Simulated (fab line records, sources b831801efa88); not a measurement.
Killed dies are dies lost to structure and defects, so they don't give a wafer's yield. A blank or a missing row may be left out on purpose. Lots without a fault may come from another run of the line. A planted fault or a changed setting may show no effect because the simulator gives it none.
Which tool did it? | flow gf180mcu | 7 lots, 21 wafers sampled, at 3 steps of a route of 602

WHAT THE GAUGES READ, wafer by wafer
GF_VT_IMPLANT_TW_MEAS_32.
lot  | measured     | on            | VT_IMPLANT_3_TW
L368 | day 7 02:11  | film_metro-04 | 263.3 262.6 264.3
L371 | day 7 23:28  | film_metro-01 | 264.5 263.5 263.7
L373 | day 8 15:31  | film_metro-01 | 266.6 264.2 267.2
L376 | day 9 07:11  | film_metro-03 | 30.1 30.3 30.3
L381 | day 10 16:23 | film_metro-01 | 264.4 265.6 266.9
L386 | day 12 01:04 | film_metro-01 | 264.2 264.1 264.2
L389 | day 13 01:40 | film_metro-04 | 267.6 268.8 268.4

WHICH TOOL RAN EACH LOT (tool, then ch and the chambers of the sampled wafers, then the start)
lot  | GF_LVPWELL_STRIP_10                 | GF_VT_IMPLANT_IMPLANT_30
L368 | plasma_asher-01 ch 0,1, day 4 02:44 | implanter-02 ch 0, day 7 01:56
L371 | plasma_asher-03 ch 0,1, day 4 20:22 | implanter-02 ch 0, day 7 23:14
L373 | plasma_asher-04 ch 0,1, day 5 08:44 | implanter-02 ch 0, day 8 15:17
L376 | plasma_asher-04 ch 0, day 5 22:23   | implanter-04, day 9 06:56
L381 | plasma_asher-04 ch 0,1, day 7 04:00 | implanter-02 ch 0, day 10 16:08
L386 | plasma_asher-01 ch 0,1, day 8 08:43 | implanter-03 ch 0, day 12 00:50
L389 | plasma_asher-04 ch 0,1, day 9 03:15 | implanter-02 ch 0, day 13 01:26
- GF_LVPWELL_STRIP_10: strips in O2/N2.
- GF_VT_IMPLANT_IMPLANT_30

THE ANSWER, worked out from the rows above alone
Rule: what is usual is taken from the lots themselves. Put in order of their means at a reading, lots are off if they are a third of the lots or fewer, leave a main group of 4 or more, and stand apart from it by a gap of 3 or more times the standard deviation of the main group's means; of several such gaps the widest counts. A main group whose means are all the same, to the digits that the tables above print for the reading, isn't used. A lot without any number at a reading at which 4 lots or more have one is off too. The other lots that the step has rows for count as sound.
Off: L376, at GF_VT_IMPLANT_TW_MEAS_32 (VT_IMPLANT_3_TW). The main group: mean 265.2, standard deviation 1.6.
A tool fits if, at a process step before that reading, it ran every lot that is off, and no sound lot after the first of them. The gauges at GF_VT_IMPLANT_TW_MEAS_32 are tried like those tools. Can't be told from this: 2 tools fit, implanter-04 at GF_VT_IMPLANT_IMPLANT_30, film_metro-03 at GF_VT_IMPLANT_TW_MEAS_32.

WHAT THE SIMULATOR HAD PUT IN
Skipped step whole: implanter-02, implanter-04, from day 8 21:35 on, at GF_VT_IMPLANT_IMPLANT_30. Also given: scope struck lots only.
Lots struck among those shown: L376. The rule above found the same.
